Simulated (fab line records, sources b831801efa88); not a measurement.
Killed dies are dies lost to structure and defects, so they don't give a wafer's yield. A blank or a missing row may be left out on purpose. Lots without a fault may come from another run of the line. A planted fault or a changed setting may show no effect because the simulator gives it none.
One fault seen from 2 desks | flow gf180mcu | each desk has only its own numbers; what lay behind them comes last

THE TOOL OWNER'S DESK: pvd_sputter-02
The tool's own readings at GF_M4_SPUTTER_02 (material AlCu, target thk 450 nm, time 23.9 s): means of the sampled wafers that have a number, for each lot that ran on this tool. A lot is out of limits, marked OUT, if its mean lies more than 4 standard deviations from the usual mean; the brackets give that distance.
Columns: A = throttle_valve_pct at GF_M4_SPUTTER_02, usual 29.7 %
lot  | first seen here | A
L705 | day 23 07:31    | 30.6
L712 | day 25 23:59    | 30.0
L713 | day 26 04:49    | 30.7
L714 | day 26 15:35    | 29.6
L726 | day 29 13:19    | 29.2
This desk's finding: nothing out of limits on any of the 5 lots.

THE METROLOGY DESK
What the gauges read, lot by lot, whatever tool the lot ran on: means of the sampled wafers that have a number. A lot is out of limits, marked OUT, if its mean lies more than 4 standard deviations from the usual mean; the brackets give that distance.
Columns: A = V2_OVL at GF_V2_OVL_MEAS_15, usual -2 nm; B = M4_ALCU_RS at GF_M4_RS_MEAS_05, usual 0.0694 ohm/sq; C = M4_ALCU_THK at GF_M4_THK_MEAS_06, usual 449 nm
lot  | first seen here | A   | B                 | C
L704 | day 20 22:36    | -3  | 0.0696            | 444
L705 | day 21 03:25    | 2   | 0.0696            | 450
L712 | day 23 23:43    | -6  | 0.0500 (-20) OUT  | 621 (+27) OUT
L713 | day 24 05:35    | 2   | 0.0628 (-6.9) OUT | 507 (+9.2) OUT
L714 | day 24 17:18    | -12 | 0.0589 (-11) OUT  | 544 (+15) OUT
L715 | day 25 08:44    | -0  | 0.0696            | 447
L716 | day 26 01:05    | 5   | 0.0700            | 447
L719 | day 26 08:56    | -5  | 0.0708            | 441
L722 | day 26 20:50    | 7   | 0.0703            | 447
L723 | day 27 02:50    | -11 | 0.0693            | 449
L725 | day 27 15:33    | -0  | 0.0702            | 445
L726 | day 27 19:22    | -8  | 0.0696            | 447
This desk's finding: out of limits on L712, L713, L714; first on L712, day 26 00:05 (M4_ALCU_RS at GF_M4_RS_MEAS_05). In limits: L704, L705, L715, L716, L719, L722, L723, L725, L726.

PUT TOGETHER
The metrology desk could have raised an alarm at day 26 00:05, on L712, L713, L714.
The tool owner's desk saw nothing out of limits.
The tool owner's desk has L712, L713, L714 on record, within its limits.
Of the lots named, all ran GF_M4_SPUTTER_02 on pvd_sputter-02.

WHAT THE SIMULATOR HAD PUT IN
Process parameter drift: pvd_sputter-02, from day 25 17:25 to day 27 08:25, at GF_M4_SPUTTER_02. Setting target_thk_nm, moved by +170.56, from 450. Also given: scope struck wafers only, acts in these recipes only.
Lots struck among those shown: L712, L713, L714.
Hours from the fault's start to each desk's first reading out of limits: the metrology desk, 7.
